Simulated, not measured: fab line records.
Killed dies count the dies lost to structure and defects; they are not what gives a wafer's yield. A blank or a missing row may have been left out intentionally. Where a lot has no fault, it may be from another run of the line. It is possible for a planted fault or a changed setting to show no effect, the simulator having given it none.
A struck lot beside a sound one | flow sky130 | 26 out of 708 route steps
Sound: wafers L608.1, L608.5, L608.6. Wafers L620.2, L620.4, L620.5 were the ones struck. The cause is named last.
Order at every step that has rows: each side's tool, ch and its chambers, its first start. Under that, the readings that differ: sound wafers | struck wafers | difference of the means | sigmas: that difference in standard deviations of wafers without a fault.
alike: same words and numbers on both sides, and readings whose means sit less than 2 such deviations apart. not compared: any withheld reading, any reading some wafer has no value for, any bound like >300 that may hide the same value, and any number with overlapping values for which the record gives no deviation.
Wherever a step has rows on one side only, a row that says differs or no value, or a row with sigmas, the two part there. Non-overlapping numbers with no deviation appear without sigmas and do not part them. Lack of a reading on every wafer of one side parts them only where that side has two or more wafers.

SKY_LDD_N_STRIP_16: strips in O2/N2.
  sound on plasmaAsher-02 ch 0,1, day 18 14:45; struck on plasmaAsher-04 ch 0,1, day 23 00:56
  alike: chamberPressureMTorr, drypumpMotorCurrentA, oesProductAu, stripTimeToEndpointS
  not compared: rfHoursCounterH
SKY_LDD_N_TW_MEAS_17:
  sound: filmMetro-02 at day 18 14:51; struck: filmMetro-01 at day 23 01:03
  alike: LDD_N_TW
then, 7 steps without rows for these wafers: SKY_LDD_P_DEHYDRATE_00 (time 60 s); SKY_LDD_P_HMDS_01 (prime time 60 s); SKY_LDD_P_COAT_02 (resist thk 1140 nm); SKY_LDD_P_SOFTBAKE_03 (time 60 s); SKY_LDD_P_EXPOSE_04 (exposes mask PSDM, target cd 380 nm); SKY_LDD_P_PEB_05; SKY_LDD_P_DEVELOP_06 (develop time 60.99 s).
SKY_LDD_P_CD_MEAS_07 targets a cd of 380 nm.
  sound: cdSem-01 at day 19 21:12; struck: cdSem-01 at day 24 08:02
  alike: cdNm
SKY_LDD_P_OVL_MEAS_08:
  sound: overlay-02 at day 19 21:19; struck: overlay-02 at day 24 08:08
  alike: LDD_P_OVL
following that, these wafers have no rows for 1 step: SKY_LDD_P_IMPLANT_09.
SKY_LDD_P_STRIP_10: strips in O2/N2.
  sound on plasmaAsher-04 ch 0,1, day 19 21:31; struck on plasmaAsher-03 ch 0,1, day 24 08:19
  no value came back on the struck wafers for any of 5 readings (chamberPressureMTorr (mTorr), drypumpMotorCurrentA (A) and others); on the sound wafers chamberPressureMTorr (mTorr) reads 1500.5 1498.9 1500.5
reading                                   | sound | struck         | difference | sigmas
model.NOVOLAK_of_LDD_P_COAT_02.thkNm (nm) | 0 0 0 | 1142 1142 1141 | +1142      | 
  not compared: rfHoursCounterH
SKY_LDD_P_TW_MEAS_11:
  sound: filmMetro-03 at day 19 21:37; struck: filmMetro-03 at day 24 08:26
  alike: LDD_P_TW
then, 7 steps without rows for these wafers: SKY_LDD_HVN_DEHYDRATE_00 (time 60 s); SKY_LDD_HVN_HMDS_01 (prime time 60 s); SKY_LDD_HVN_COAT_02 (resist thk 300 nm); SKY_LDD_HVN_SOFTBAKE_03 (time 60 s); SKY_LDD_HVN_EXPOSE_04 (exposes mask HVNTM, target cd 700 nm); SKY_LDD_HVN_PEB_05; SKY_LDD_HVN_DEVELOP_06 (develop time 60 s).
SKY_LDD_HVN_OVL_MEAS_07:
  sound: overlay-02 at day 21 04:34; struck: overlay-01 at day 25 13:46
  alike: LDD_HVN_OVL
following that, these wafers have no rows for 1 step: SKY_LDD_HVN_IMPLANT_08.
SKY_LDD_HVN_STRIP_09: strips in O2/N2.
  sound on plasmaAsher-02 ch 0,1, day 21 04:45; struck on plasmaAsher-03 ch 0,1, day 25 13:57
reading                  | sound             | struck               | difference | sigmas
oesProductAu (a.u.)      | 0.415 0.418 0.408 | 0.714 0.722 0.719    | +0.305     | +68
stripTimeToEndpointS (s) | 4.154 4.140 4.123 | 21.783 21.763 21.769 | +17.633    | +99 or more
  alike: chamberPressureMTorr, drypumpMotorCurrentA
  not compared: rfHoursCounterH
SKY_LDD_HVN_TW_MEAS_10:
  sound: filmMetro-01 at day 21 04:51; struck: filmMetro-04 at day 25 14:17
reading    | sound          | struck   | difference | sigmas
LDD_HVN_TW | 1458 1462 1460 | 30 30 30 | -1430      | -99 or more
  not compared: hold
following that, these wafers have no rows for 1 step: SKY_PAD_OPEN_PROBE_99.

== WHERE THEY PART ==
Earliest at SKY_LDD_P_STRIP_10; latest, in this record, at SKY_LDD_HVN_TW_MEAS_10.

WHY: whatever the simulator had introduced
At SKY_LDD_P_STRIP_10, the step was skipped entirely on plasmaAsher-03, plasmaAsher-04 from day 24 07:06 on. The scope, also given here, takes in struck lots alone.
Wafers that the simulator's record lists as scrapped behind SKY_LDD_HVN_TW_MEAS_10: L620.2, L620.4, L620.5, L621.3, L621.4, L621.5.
